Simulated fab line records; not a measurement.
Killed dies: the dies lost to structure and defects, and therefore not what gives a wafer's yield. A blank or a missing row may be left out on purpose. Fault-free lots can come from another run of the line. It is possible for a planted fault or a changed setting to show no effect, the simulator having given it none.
Commonality check across tools || flow gf180mcu || 12 lots, 36 wafers sampled

WHY IT WAS OPENED
Flagged at GF_V2_CD_MEAS_14: reading cdNm, on 2 of 12 lots. No-fault wafers: 260.3 nm, standard deviation 1.6.
Rule: a lot is flagged when every wafer of it that has a number lies more than 4 standard deviations from that mean, or none has a number. All remaining lots are regarded as sound.

{"lot": "L406", "measured": "day 20 08:07", "on": "cdSem-02", "cdNm (nm), wafer by wafer": "258.8 258.6 259.8", "flag": ""}
{"lot": "L408", "measured": "day 20 19:56", "on": "cdSem-01", "cdNm (nm), wafer by wafer": "259.0 259.4 258.7", "flag": ""}
{"lot": "L409", "measured": "day 21 02:47", "on": "cdSem-01", "cdNm (nm), wafer by wafer": "259.4 259.4 258.8", "flag": ""}
{"lot": "L410", "measured": "day 21 07:28", "on": "cdSem-02", "cdNm (nm), wafer by wafer": "264.3 264.6 263.6", "flag": ""}
{"lot": "L413", "measured": "day 23 04:45", "on": "cdSem-02", "cdNm (nm), wafer by wafer": "259.6 257.7 260.0", "flag": ""}
{"lot": "L414", "measured": "day 23 07:31", "on": "cdSem-02", "cdNm (nm), wafer by wafer": "258.5 258.0 257.6", "flag": ""}
{"lot": "L422", "measured": "day 25 13:59", "on": "cdSem-01", "cdNm (nm), wafer by wafer": "241.2 241.4 241.1", "flag": "FLAGGED"}
{"lot": "L423", "measured": "day 26 00:31", "on": "cdSem-01", "cdNm (nm), wafer by wafer": "240.3 241.3 241.2", "flag": "FLAGGED"}
{"lot": "L426", "measured": "day 27 09:10", "on": "cdSem-01", "cdNm (nm), wafer by wafer": "258.4 259.0 259.0", "flag": ""}
{"lot": "L428", "measured": "day 27 17:04", "on": "cdSem-01", "cdNm (nm), wafer by wafer": "259.2 259.7 259.1", "flag": ""}
{"lot": "L427", "measured": "day 27 18:21", "on": "cdSem-01", "cdNm (nm), wafer by wafer": "258.3 259.6 258.6", "flag": ""}
{"lot": "L429", "measured": "day 28 14:07", "on": "cdSem-02", "cdNm (nm), wafer by wafer": "262.8 261.4 262.6", "flag": ""}
The mean of the flagged lots' numbers is 241.1 nm, -19.2 nm from the usual (-12 standard deviations).

LOT BY LOT: THE TOOL USED
Before the reading, the record contains 2 process steps out of a 602-step route. Each cell gives the tool, then ch followed by the chambers the sampled wafers passed through, then the start.
{"lot": "L406", "flag": "", "GF_M2_SPUTTER_03": "pvdSputter-02, day 18 06:15", "GF_V2_EXPOSE_11": "krfScanner-01 ch 0, day 19 20:13"}
{"lot": "L408", "flag": "", "GF_M2_SPUTTER_03": "pvdSputter-03, day 18 18:05", "GF_V2_EXPOSE_11": "krfScanner-01 ch 0, day 20 07:56"}
{"lot": "L409", "flag": "", "GF_M2_SPUTTER_03": "pvdSputter-01, day 18 23:58", "GF_V2_EXPOSE_11": "krfScanner-02 ch 0, day 20 14:48"}
{"lot": "L410", "flag": "", "GF_M2_SPUTTER_03": "pvdSputter-01, day 19 06:40", "GF_V2_EXPOSE_11": "krfScanner-01 ch 0, day 20 20:25"}
{"lot": "L413", "flag": "", "GF_M2_SPUTTER_03": "pvdSputter-02, day 21 05:31", "GF_V2_EXPOSE_11": "krfScanner-02 ch 0, day 22 18:22"}
{"lot": "L414", "flag": "", "GF_M2_SPUTTER_03": "pvdSputter-03, day 21 08:27", "GF_V2_EXPOSE_11": "krfScanner-01 ch 0, day 22 20:49"}
{"lot": "L422", "flag": "FLAGGED", "GF_M2_SPUTTER_03": "pvdSputter-01, day 23 18:17", "GF_V2_EXPOSE_11": "krfScanner-01 ch 0, day 25 03:54"}
{"lot": "L423", "flag": "FLAGGED", "GF_M2_SPUTTER_03": "pvdSputter-02, day 24 03:58", "GF_V2_EXPOSE_11": "krfScanner-01 ch 0, day 25 13:44"}
{"lot": "L426", "flag": "", "GF_M2_SPUTTER_03": "pvdSputter-01, day 25 13:19", "GF_V2_EXPOSE_11": "krfScanner-02 ch 0, day 26 23:17"}
{"lot": "L428", "flag": "", "GF_M2_SPUTTER_03": "pvdSputter-03, day 25 22:52", "GF_V2_EXPOSE_11": "krfScanner-02 ch 0, day 27 07:10"}
{"lot": "L427", "flag": "", "GF_M2_SPUTTER_03": "pvdSputter-03, day 26 00:19", "GF_V2_EXPOSE_11": "krfScanner-02 ch 0, day 27 08:30"}
{"lot": "L429", "flag": "", "GF_M2_SPUTTER_03": "pvdSputter-02, day 26 19:32", "GF_V2_EXPOSE_11": "krfScanner-02 ch 0, day 28 03:26"}
What is done by these steps:
- GF_M2_SPUTTER_03: material Ti, target thk 10 nm, time 6.7 s.
- GF_V2_EXPOSE_11: exposes mask Via2, target cd 260 nm.
- GF_V2_CD_MEAS_14: target cd 260 nm.

FLAGGED AGAINST TOTAL, ONE TOOL AT A TIME (gauges that did the reading follow at the end)
{"step": "GF_M2_SPUTTER_03", "tool": "pvdSputter-01", "lots run": 4, "flagged": 1, "share of the flagged lots": "some", "sound lots run after its first flagged lot": "1 (L426)"}
{"step": "GF_M2_SPUTTER_03", "tool": "pvdSputter-02", "lots run": 4, "flagged": 1, "share of the flagged lots": "some", "sound lots run after its first flagged lot": "1 (L429)"}
{"step": "GF_M2_SPUTTER_03", "tool": "pvdSputter-03", "lots run": 4, "flagged": 0, "share of the flagged lots": "none", "sound lots run after its first flagged lot": "-"}
{"step": "GF_V2_EXPOSE_11", "tool": "krfScanner-01", "lots run": 6, "flagged": 2, "share of the flagged lots": "all", "sound lots run after its first flagged lot": 0}
{"step": "GF_V2_EXPOSE_11", "tool": "krfScanner-02", "lots run": 6, "flagged": 0, "share of the flagged lots": "none", "sound lots run after its first flagged lot": "-"}
{"step": "GF_V2_CD_MEAS_14", "tool": "cdSem-01", "lots run": 7, "flagged": 2, "share of the flagged lots": "all", "sound lots run after its first flagged lot": "3 (L426,L428,L427)"}
{"step": "GF_V2_CD_MEAS_14", "tool": "cdSem-02", "lots run": 5, "flagged": 0, "share of the flagged lots": "none", "sound lots run after its first flagged lot": "-"}

THE TABLE: WHAT IT ALLOWS
Rows of the table that ran all the flagged lots, 2 in number: krfScanner-01 at GF_V2_EXPOSE_11; cdSem-01 at GF_V2_CD_MEAS_14.
- krfScanner-01 at GF_V2_EXPOSE_11 ran 6 lots, 2 of them flagged. It ran its last sound lot, L414, at day 22 20:49 and its first flagged lot, L422, at day 25 03:54: a fault with its onset between the two fits. Its own readings lie more than 4 standard deviations out on every wafer of the flagged lots: exposureDoseMJCm2.
- cdSem-01 at GF_V2_CD_MEAS_14 ran 7 lots, 2 of them flagged. Sound lots ran on it after the first flagged one (L426, L428, L427), which a lasting fault on the whole tool wouldn't allow.
What remains is a single tool, krfScanner-01 at GF_V2_EXPOSE_11.

WHAT THE SIMULATOR PUT IN
Process parameters drifting: krfScanner-01 at GF_V2_EXPOSE_11, beginning at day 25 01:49. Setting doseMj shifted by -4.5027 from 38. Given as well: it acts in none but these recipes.
Struck lots among those shown: L422, L423. The rule above found the same.
